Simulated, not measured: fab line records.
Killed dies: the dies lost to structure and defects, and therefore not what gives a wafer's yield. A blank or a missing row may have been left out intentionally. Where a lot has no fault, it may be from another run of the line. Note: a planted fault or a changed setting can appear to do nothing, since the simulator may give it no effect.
Which tool did it? :: flow gf180mcu :: Sampling: 9 lots, 27 wafers, 5 of 602 route steps

== WHAT EACH GAUGE READ, for each wafer ==
GF_MIM_RS_MEAS_10: a four-point-probe measurement.
lot: L687
measured: day 24 03:00
on: filmMetro-04
MIM_ALCU_RS (ohm/sq): 0.1543 0.1576 0.1569

lot: L690
measured: day 25 08:55
on: filmMetro-02
MIM_ALCU_RS (ohm/sq): 0.1561 0.1581 0.1547

lot: L693
measured: day 26 13:25
on: filmMetro-01
MIM_ALCU_RS (ohm/sq): 0.1537 0.1569 0.1566

lot: L701
measured: day 28 22:15
on: filmMetro-02
MIM_ALCU_RS (ohm/sq): 0.1579 0.1568 0.1581

lot: L703
measured: day 29 15:13
on: filmMetro-01
MIM_ALCU_RS (ohm/sq): 0.1643 0.1640 0.1659 0.1645 0.1641 0.1661

lot: L704
measured: day 30 02:26
on: filmMetro-04
MIM_ALCU_RS (ohm/sq): 0.1541 0.1554 0.1584

lot: L706
measured: day 30 08:46
on: filmMetro-01
MIM_ALCU_RS (ohm/sq): 0.1639 0.1603 0.1638 0.1643 0.1611 0.1633

lot: L707
measured: day 30 12:47
on: filmMetro-02
MIM_ALCU_RS (ohm/sq): 0.1553 0.1555 0.1581

lot: L710
measured: day 31 10:02
on: filmMetro-02
MIM_ALCU_RS (ohm/sq): 0.1528 0.1536 0.1548

== WHICH TOOL RAN EACH LOT (tool, then ch and the chambers of the sampled wafers, then the start) ==
lot: L687
GF_V4_ETCH_16: rieDiel-01 ch 0,1,2, day 24 01:14
GF_V4_ETCH_17: rieDiel-01 ch 0,1,2, day 24 02:43 or earlier
GF_MIM_SPUTTER_02: pvdSputter-04, day 24 02:43
GF_MIM_SPUTTER_08: pvdSputter-03, day 24 02:57

lot: L690
GF_V4_ETCH_16: rieDiel-01 ch 0,3, day 25 07:08
GF_V4_ETCH_17: rieDiel-01 ch 0,3, day 25 08:37 or earlier
GF_MIM_SPUTTER_02: pvdSputter-04, day 25 08:37
GF_MIM_SPUTTER_08: pvdSputter-01, day 25 08:50

lot: L693
GF_V4_ETCH_16: rieDiel-02 ch 0,2, day 26 11:39
GF_V4_ETCH_17: rieDiel-02 ch 0,2, day 26 13:08 or earlier
GF_MIM_SPUTTER_02: pvdSputter-04, day 26 13:08
GF_MIM_SPUTTER_08: pvdSputter-03, day 26 13:22

lot: L701
GF_V4_ETCH_16: rieDiel-02 ch 0,1,3, day 28 20:23
GF_V4_ETCH_17: rieDiel-02 ch 0,1,3, day 28 21:57 or earlier
GF_MIM_SPUTTER_02: pvdSputter-01, day 28 21:57
GF_MIM_SPUTTER_08: pvdSputter-04, day 28 22:10

lot: L703
GF_V4_ETCH_16: rieDiel-01 ch 1,2,3, day 29 13:26
GF_V4_ETCH_17: rieDiel-01 ch 1,2,3, day 29 14:56 or earlier
GF_MIM_SPUTTER_02: pvdSputter-03, day 29 14:56
GF_MIM_SPUTTER_08: pvdSputter-01, day 29 15:10

lot: L704
GF_V4_ETCH_16: rieDiel-03 ch 0,1,3, day 30 00:27
GF_V4_ETCH_17: rieDiel-03 ch 0,1,3, day 30 02:08 or earlier
GF_MIM_SPUTTER_02: pvdSputter-01, day 30 02:08
GF_MIM_SPUTTER_08: pvdSputter-03, day 30 02:22

lot: L706
GF_V4_ETCH_16: rieDiel-02 ch 1,3, day 30 07:00
GF_V4_ETCH_17: rieDiel-02 ch 1,3, day 30 08:29 or earlier
GF_MIM_SPUTTER_02: pvdSputter-03, day 30 08:29
GF_MIM_SPUTTER_08: pvdSputter-01, day 30 08:43

lot: L707
GF_V4_ETCH_16: rieDiel-01 ch 2,3, day 30 10:48
GF_V4_ETCH_17: rieDiel-01 ch 2,3, day 30 12:31 or earlier
GF_MIM_SPUTTER_02: pvdSputter-04, day 30 12:31
GF_MIM_SPUTTER_08: pvdSputter-03, day 30 12:44

lot: L710
GF_V4_ETCH_16: rieDiel-02 ch 0,2,3, day 31 08:15
GF_V4_ETCH_17: rieDiel-02 ch 0,2,3, day 31 09:44 or earlier
GF_MIM_SPUTTER_02: pvdSputter-04, day 31 09:44
GF_MIM_SPUTTER_08: pvdSputter-03, day 31 09:58
- GF_V4_ETCH_16: etches BARC in N2/H2.
- GF_V4_ETCH_17: etches SiO2 in C4F8/O2/Ar, stops on TiN, target depth 630 nm.
- GF_MIM_SPUTTER_02: material AlCu, target thk 450 nm, time 23.9 s.
- GF_MIM_SPUTTER_08: material AlCu, target thk 200 nm, time 10.86 s.

== THE ANSWER, worked out from the rows above alone ==
Rule: usual is defined by the lots themselves. The widest of any qualifying gaps counts: lots, ordered by their means at a reading, are off when they make up no more than a third of the lots, leave a main group of 4 or more, and stand apart from it by 3 or more times the standard deviation of that group's means. If all means in a main group match to the digits the tables above print for the reading, that group is not used. Also off: a lot with no number at a reading for which 4 or more lots have one. Any other lot the step has rows for is counted as sound.
Off: L703, L706, at GF_MIM_RS_MEAS_10 (MIM_ALCU_RS). Main group: mean 0.1560 ohm/sq, sd 0.0011.
A tool fits if, at a process step before that reading, it ran every lot that is off, and no sound lot after the first of them. Those tools and the gauges at GF_MIM_RS_MEAS_10 are tried in the same way. Because GF_V4_ETCH_17 lacks a start for some lots, the hours and order of its lots are taken from GF_MIM_SPUTTER_02. Can't be told from this: 3 tools fit, pvdSputter-03 at GF_MIM_SPUTTER_02, pvdSputter-01 at GF_MIM_SPUTTER_08, filmMetro-01 at GF_MIM_RS_MEAS_10.

== WHAT THE SIMULATOR HAD PUT IN ==
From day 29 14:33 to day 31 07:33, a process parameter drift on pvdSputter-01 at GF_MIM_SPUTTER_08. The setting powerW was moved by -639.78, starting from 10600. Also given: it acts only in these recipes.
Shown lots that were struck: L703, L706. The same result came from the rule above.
